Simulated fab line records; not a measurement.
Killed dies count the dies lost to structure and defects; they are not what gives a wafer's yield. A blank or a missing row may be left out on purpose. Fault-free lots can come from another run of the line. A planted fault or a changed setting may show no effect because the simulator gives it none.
Matching of chambers	flow sky130	4 sister chambers for SKY_CONTACT_CMP_04 on cmp-02
The step polishes SiO2. 8 wafers are shown with their chamber, then 7 later ones without.

EACH WAFER AND ITS CHAMBER
wafer	chamber	motor-current-A (A)	time-to-endpoint-s (s)
L863.3	3	11.3	71
L863.4	0	12.4	80
L863.6	2	11.1	76
L866.1	2	11.3	78
L866.2	1	13.9	80
L866.4	3	11.6	72
L864.1	1	13.8	85
L864.3	0	12.5	84

WAFERS WHOSE CHAMBER IS MISSING
wafer	motor-current-A (A)	time-to-endpoint-s (s)
L864.6	11.1	77
L862.2	12.2	83
L862.5	12.5	85
L862.6	11.1	78
L865.2	12.3	89
L865.3	11.6	75
L865.4	10.7	80

EACH ONE'S CHAMBER
wafer	from the rows above	in truth
L864.6	2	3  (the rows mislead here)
L862.2	0	0
L862.5	0	0
L862.6	2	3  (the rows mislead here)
L865.2	0	0
L865.3	can't be placed: 3 or 2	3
L865.4	2	2
Correctly placed: 4 of 7. Unplaceable from these rows: 1, with the true chamber sitting among the candidates in 1. Placed wrongly: 2.
How it was worked out, from the rows above alone: a wafer's distance from a chamber is the root of the sum, over the readings, of the square of ((its reading less the chamber's mean) divided by the reading's scatter). The wafer belongs to the nearest chamber; if the next one is less than 2 further off, it can't be placed. The mean given for a chamber averages the wafers shown for that chamber. How the scatter is found: for the shown wafers, subtract from each reading the mean of its chamber, square and add these, divide the total by (wafers less chambers), then take the root.
